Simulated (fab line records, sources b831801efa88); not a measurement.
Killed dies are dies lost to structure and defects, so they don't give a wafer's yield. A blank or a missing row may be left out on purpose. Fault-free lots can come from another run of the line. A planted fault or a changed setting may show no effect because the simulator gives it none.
Matching of chambers -- flow sky130 -- SKY_VIA4_CMP_02 on cmp-01 has 4 sister chambers
The step polishes SiO2. 16 wafers are shown with their chamber, then 8 later ones without.

== EACH WAFER AND ITS CHAMBER ==
wafer,chamber,motor-current-A (A),slurry-flow-ml-min
L427.1,3,11.8,151.1
L427.3,0,13.3,149.6
L427.5,2,14.4,149.8
L430.2,3,11.5,149.9
L430.3,0,13.4,149.2
L430.6,3,12.4,150.1
L433.1,0,13.3,149.4
L433.2,2,14.1,149.6
L433.4,3,11.8,149.3
L435.1,0,13.5,150.0
L435.4,1,10.7,150.3
L435.5,1,11.2,149.6
L440.3,2,13.6,149.6
L440.5,1,10.6,149.7
L440.6,0,13.1,151.1
L438.2,0,13.7,150.0

SIGNATURES (averages over the wafers above)
reading,chamber 0,chamber 1,chamber 2,chamber 3,scatter within a chamber
motor-current-A,13.383,10.833,14.033,11.875,0.312
slurry-flow-ml-min,149.883,149.867,149.667,150.100,0.597
Rule: for each reading, subtract the chamber's mean from the wafer's reading, divide by that reading's scatter and square the result; add these up over the readings and take the root, which gives the wafer's distance from the chamber. The wafer belongs to the nearest chamber; if the next one is less than 2 further off, it can't be placed. How the scatter is found: for the shown wafers, subtract from each reading the mean of its chamber, square and add these, divide the total by (wafers less chambers), then take the root.

== WAFERS WITHOUT THEIR CHAMBER ==
wafer,motor-current-A (A),slurry-flow-ml-min
L438.3,14.5,149.4
L438.6,14.5,150.0
L441.2,13.9,149.3
L441.4,12.2,148.5
L441.5,11.3,149.5
L450.1,13.6,150.5
L450.3,11.5,150.3
L450.4,13.8,149.6

== THE CHAMBER EACH PASSED THROUGH ==
wafer,from the rows above,in truth
L438.3,2,2
L438.6,can't be placed: 2 or 0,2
L441.2,can't be placed: 2 or 0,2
L441.4,can't be placed: 3 or 0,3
L441.5,can't be placed: 1 or 3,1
L450.1,can't be placed: 0 or 2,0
L450.3,can't be placed: 3 or 1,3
L450.4,can't be placed: 2 or 0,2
Placed correctly: 1 of 8. Cannot be placed on the basis of these rows: 7; the candidates contain the true chamber in 7. 0 placed wrongly.
